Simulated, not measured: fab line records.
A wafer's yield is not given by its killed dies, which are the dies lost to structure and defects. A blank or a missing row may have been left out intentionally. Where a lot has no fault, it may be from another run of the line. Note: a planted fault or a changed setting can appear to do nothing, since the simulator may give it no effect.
The same fault as seen by 2 desks || flow sky130 || numbers are kept per desk, each desk with only its own; the story behind them comes last

FROM THE METROLOGY DESK
Means of the sampled wafers that have a number, per lot and without regard to the tool the lot ran on: this is what the gauges read. Marked OUT: a lot whose mean sits more than 4 standard deviations from the usual mean, which makes it out of limits; the brackets give that distance.
Columns: A = METAL1_ALCU_RS at SKY_METAL1_RS_MEAS_05, usual 0.1267 ohm/sq; B = METAL1_ALCU_THK at SKY_METAL1_THK_MEAS_06, usual 250.0 nm; C = VIA1_BOW at SKY_VIA1_BOW_MEAS_03, usual 82 um
{"lot": "L852", "first seen here": "day 31 21:35", "A": 0.1278, "B": 248.8, "C": 82}
{"lot": "L854", "first seen here": "day 32 12:53", "A": 0.1260, "B": 252.8, "C": 77}
{"lot": "L856", "first seen here": "day 32 21:10", "A": 0.1285, "B": 246.4, "C": 91}
{"lot": "L867", "first seen here": "day 36 20:37", "A": "0.1380 (+8.1) OUT", "B": "233.1 (-6.0) OUT", "C": 84}
{"lot": "L871", "first seen here": "day 38 04:38", "A": 0.1271, "B": 250.0, "C": 76}
{"lot": "L872", "first seen here": "day 38 15:12", "A": 0.1259, "B": 252.8, "C": 78}
{"lot": "L875", "first seen here": "day 39 01:18", "A": 0.1281, "B": 248.1, "C": 79}
{"lot": "L873", "first seen here": "day 39 02:19", "A": 0.1266, "B": 249.8, "C": 88}
{"lot": "L874", "first seen here": "day 39 04:32", "A": 0.1285, "B": 247.4, "C": 78}
This desk reports L867 out of limits; the earliest was L867 at day 36 20:37 (METAL1_ALCU_RS at SKY_METAL1_RS_MEAS_05). In limits: L852, L854, L856, L871, L872, L875, L873, L874.

TOOL OWNER'S DESK, pvdSputter-03
The tool's own readings at SKY_METAL1_SPUTTER_02 (material AlCu, target thk 250 nm, time 13.3 s): means of the sampled wafers that have a number, for each lot that ran on this tool. Marked OUT: a lot whose mean sits more than 4 standard deviations from the usual mean, which makes it out of limits; the brackets give that distance.
Columns: A = throttleValvePct at SKY_METAL1_SPUTTER_02, usual 29.8 %
{"lot": "L852", "first seen here": "day 31 21:30", "A": 29.7}
{"lot": "L854", "first seen here": "day 32 12:47", "A": 29.7}
{"lot": "L867", "first seen here": "day 36 20:29", "A": 29.8}
Result from this desk: across the 3 lots, nothing is out of limits.

BROUGHT TOGETHER
Metrology desk: alarm possible at day 36 20:37 on L867.
The tool owner's desk saw nothing out of limits.
On record at the tool owner's desk: L867, within its limits.
On pvdSputter-03, each named lot ran SKY_METAL1_SPUTTER_02.

WHAT THE SIMULATOR HAD INSERTED
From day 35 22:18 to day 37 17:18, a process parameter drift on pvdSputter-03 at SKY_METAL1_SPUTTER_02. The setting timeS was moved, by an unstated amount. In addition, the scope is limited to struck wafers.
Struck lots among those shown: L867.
Delay in hours, fault start to first out-of-limits reading, per desk: metrology desk 22.
